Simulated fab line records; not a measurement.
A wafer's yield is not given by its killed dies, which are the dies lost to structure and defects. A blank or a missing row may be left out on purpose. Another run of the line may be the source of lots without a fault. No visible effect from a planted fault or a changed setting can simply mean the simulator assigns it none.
Matching of chambers :: flow sfq line :: 3 sister chambers for SFQ_TRILAYER_I2_DEP_PECVD_063 on pecvd-02
The step deposits SiO2 from SiH4/N2O, time 111.11 s, target thk 500 nm. 3 wafers are shown with their chamber, then 7 later ones without.

## WAFERS, EACH WITH ITS CHAMBER
wafer: L747.5
chamber: 0
heater power w (W): 106

wafer: L754.4
chamber: 1
heater power w (W): 68

wafer: L759.4
chamber: 2
heater power w (W): 63

## WAFERS MISSING THEIR CHAMBER
wafer: L759.5
heater power w (W): 92

wafer: L761.2
heater power w (W): 75

wafer: L761.3
heater power w (W): 109

wafer: L761.4
heater power w (W): 62

wafer: L764.1
heater power w (W): 64

wafer: L764.2
heater power w (W): 106

wafer: L764.3
heater power w (W): 75

## WHICH CHAMBER EACH WENT THROUGH
wafer: L759.5
from the rows above: can't be placed: 0 or 1
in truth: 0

wafer: L761.2
from the rows above: can't be placed: 1 or 2
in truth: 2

wafer: L761.3
from the rows above: 0
in truth: 0

wafer: L761.4
from the rows above: can't be placed: 2 or 1
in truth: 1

wafer: L764.1
from the rows above: can't be placed: 2 or 1
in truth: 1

wafer: L764.2
from the rows above: 0
in truth: 0

wafer: L764.3
from the rows above: can't be placed: 1 or 2
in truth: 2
Placed correctly: 2 of 7. These rows do not allow placing 5 (true chamber among the candidates in 5). Wrongly placed: 0.
How it was worked out, from the rows above alone: a wafer's distance from a chamber is the root of the sum, over the readings, of the square of ((its reading less the chamber's mean) divided by the reading's scatter). The wafer belongs to the nearest chamber; if the next one is less than 2 further off, it can't be placed. Each chamber's mean is taken over the wafers shown for it. The scatter (one wafer shown for each chamber): square how far every hidden wafer sits from the nearest shown wafer, average those squares and take the square root.
